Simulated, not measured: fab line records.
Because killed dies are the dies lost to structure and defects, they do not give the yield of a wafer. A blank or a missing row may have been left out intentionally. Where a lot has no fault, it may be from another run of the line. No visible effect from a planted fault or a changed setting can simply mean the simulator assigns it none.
Chamber matching -- flow gf180mcu -- GF_CONTACT_CMP_04 on cmp-02 has 4 sister chambers
The step polishes SiO2. 20 wafers are shown with their chamber, then 10 later ones without.

== EACH WAFER AND ITS CHAMBER ==
wafer,chamber,motor current A (A),time to endpoint s (s)
L074.2,2,11.0,122
L074.4,3,12.5,115
L074.6,1,14.0,117
L077.1,0,10.9,111
L077.3,2,11.8,111
L077.4,3,12.1,113
L080.2,1,14.4,113
L080.4,0,11.0,112
L080.5,1,14.4,117
L082.2,2,11.1,105
L082.3,3,12.1,102
L082.6,0,11.1,104
L083.1,1,14.8,104
L083.3,0,11.0,97
L083.4,3,12.3,110
L084.1,1,14.4,103
L084.4,0,10.9,108
L084.6,3,11.9,105
L089.1,3,12.1,101
L089.2,2,11.2,106

SIGNATURES, as means of the wafers listed above
reading,chamber 0,chamber 1,chamber 2,chamber 3,scatter within a chamber
motor current A,10.980,14.400,11.275,12.167,0.244
time to endpoint s,106.40,110.80,111.00,107.67,6.57
Rule: for a wafer and a chamber, the distance is found by dividing, reading by reading, the gap between the wafer's reading and the chamber's mean by the reading's scatter, squaring, summing and taking the root. If the next closest chamber is less than 2 further off than the closest, the wafer can't be placed; otherwise it belongs to the closest. How the scatter is found: for the shown wafers, subtract from each reading the mean of its chamber, square and add these, divide the total by (wafers less chambers), then take the root.

== WAFERS WHOSE CHAMBER IS MISSING ==
wafer,motor current A (A),time to endpoint s (s)
L089.3,10.7,100
L092.2,12.4,113
L092.4,14.5,117
L092.5,11.3,112
L095.1,11.1,105
L095.5,12.1,105
L095.6,11.2,115
L097.3,13.9,102
L097.5,12.7,104
L097.6,10.7,102

== CHAMBER TAKEN BY EACH ==
wafer,from the rows above,in truth
L089.3,can't be placed: 0 or 2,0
L092.2,3,3
L092.4,1,1
L092.5,can't be placed: 2 or 0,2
L095.1,can't be placed: 0 or 2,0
L095.5,3,3
L095.6,can't be placed: 2 or 0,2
L097.3,1,1
L097.5,3,3
L097.6,can't be placed: 0 or 2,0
Correct placement for 5 of the 10. Unplaceable from these rows: 5, with the true chamber sitting among the candidates in 5. Number placed wrongly: 0.
